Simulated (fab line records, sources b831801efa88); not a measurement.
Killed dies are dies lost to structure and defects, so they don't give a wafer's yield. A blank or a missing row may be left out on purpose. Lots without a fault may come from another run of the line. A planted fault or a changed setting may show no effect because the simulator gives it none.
Which tool did it? | flow sky130 | 12 lots, 36 wafers sampled, at 6 steps of a route of 708

WHAT THE GAUGES READ, wafer by wafer
SKY_PAD_OPEN_BOW_MEAS_13.
lot  | measured     | on            | PAD_OPEN_BOW (um)
L075 | day 46 09:23 | film_metro-01 | 46 35 35
L077 | day 47 02:19 | film_metro-02 | 38 34 48
L078 | day 47 12:52 | film_metro-01 | 58 48 52
L081 | day 48 10:22 | film_metro-01 | 47 33 35
L082 | day 48 16:41 | film_metro-01 | 22 41 22
L085 | day 49 03:37 | film_metro-03 | 43 40 50
L088 | day 49 21:11 | film_metro-01 | 43 46 34
L090 | day 49 23:04 | film_metro-02 | 56 54 49
L091 | day 50 04:04 | film_metro-01 | 55 45 49
L093 | day 50 13:16 | film_metro-01 | 40 36 27
L095 | day 50 18:48 | film_metro-02 | 42 53 55
L097 | day 51 01:51 | film_metro-01 | 40 52 41

WHICH TOOL RAN EACH LOT (tool, then ch and the chambers of the sampled wafers, then the start)
lot  | SKY_VIA1_CVD_21               | SKY_METAL2_SPUTTER_01        | SKY_METAL2_DESCUM_17              | SKY_CAPM_CVD_00                 | SKY_METAL4_SPUTTER_01
L075 | cvd_w-01 ch 0,1, day 34 11:34 | pvd_sputter-04, day 34 12:10 | rie_metal-02 ch 0,1, day 35 15:08 | pecvd-02 ch 0,1, day 36 21:09   | pvd_sputter-03, day 40 06:46
L077 | cvd_w-02 ch 0, day 35 17:13   | pvd_sputter-03, day 35 17:54 | rie_metal-02 ch 0,1, day 36 20:14 | pecvd-02 ch 1,2, day 38 01:07   | pvd_sputter-03, day 41 07:06
L078 | cvd_w-02 ch 0,1, day 36 02:28 | pvd_sputter-01, day 36 03:04 | rie_metal-04 ch 1, day 37 05:59   | pecvd-01 ch 1,2, day 38 10:48   | pvd_sputter-01, day 41 16:44
L081 | cvd_w-02 ch 0,1, day 37 07:09 | pvd_sputter-04, day 37 07:52 | rie_metal-04 ch 0, day 38 09:48   | pecvd-01 ch 0,2, day 39 13:33   | pvd_sputter-03, day 42 18:10
L082 | cvd_w-01 ch 0,1, day 37 16:10 | pvd_sputter-03, day 37 16:49 | rie_metal-04 ch 0, day 38 19:05   | pecvd-03 ch 0,1,2, day 39 23:33 | pvd_sputter-02, day 43 02:56
L085 | cvd_w-02 ch 0,1, day 38 08:58 | pvd_sputter-04, day 38 09:35 | rie_metal-02 ch 0,1, day 39 10:44 | pecvd-02 ch 0,1,2, day 40 14:03 | pvd_sputter-01, day 43 16:20
L088 | cvd_w-02 ch 0,1, day 39 07:15 | pvd_sputter-03, day 39 07:51 | rie_metal-02 ch 0, day 40 08:40   | pecvd-03 ch 0,1,2, day 41 12:18 | pvd_sputter-02, day 44 14:11
L090 | cvd_w-01 ch 0,1, day 39 10:42 | pvd_sputter-01, day 39 11:16 | rie_metal-03 ch 0,1, day 40 11:48 | pecvd-01 ch 0,1,2, day 41 15:02 | pvd_sputter-01, day 44 16:28
L091 | cvd_w-02 ch 0,1, day 39 16:29 | pvd_sputter-04, day 39 17:02 | rie_metal-03 ch 0,1, day 40 17:25 | pecvd-03 ch 0,2, day 41 20:33   | pvd_sputter-02, day 44 21:43
L093 | cvd_w-02 ch 0,1, day 40 08:28 | pvd_sputter-03, day 40 09:02 | rie_metal-03 ch 0,1, day 41 09:39 | pecvd-02 ch 0,2, day 42 12:52   | pvd_sputter-02, day 45 11:19
L095 | cvd_w-02 ch 0,1, day 40 15:38 | pvd_sputter-04, day 40 16:14 | rie_metal-03 ch 0,1, day 41 16:33 | pecvd-03 ch 0,2, day 42 19:12   | pvd_sputter-01, day 45 18:44
L097 | cvd_w-01 ch 0, day 41 04:06   | pvd_sputter-04, day 41 04:47 | rie_metal-02 ch 0,1, day 42 05:14 | pecvd-01 ch 0,2, day 43 07:21   | pvd_sputter-02, day 46 04:57
- SKY_VIA1_CVD_21: deposits W, target thk 270 nm, time 80.902 s.
- SKY_METAL2_SPUTTER_01: material TiN, target thk 20 nm, time 16.7 s.
- SKY_METAL2_DESCUM_17: chemistry O2, time 8 s.
- SKY_CAPM_CVD_00: deposits SiO2, target thk 15.5 nm.
- SKY_METAL4_SPUTTER_01: material TiN, target thk 20 nm, time 16.7 s.

THE ANSWER, worked out from the rows above alone
Rule: what is usual is taken from the lots themselves. Put in order of their means at a reading, lots are off if they are a third of the lots or fewer, leave a main group of 4 or more, and stand apart from it by a gap of 3 or more times the standard deviation of the main group's means; of several such gaps the widest counts. A main group whose means are all the same, to the digits that the tables above print for the reading, isn't used. A lot without any number at a reading at which 4 lots or more have one is off too. The other lots that the step has rows for count as sound.
No lot is off at any reading shown: from this, nothing can be told.

WHAT THE SIMULATOR HAD PUT IN
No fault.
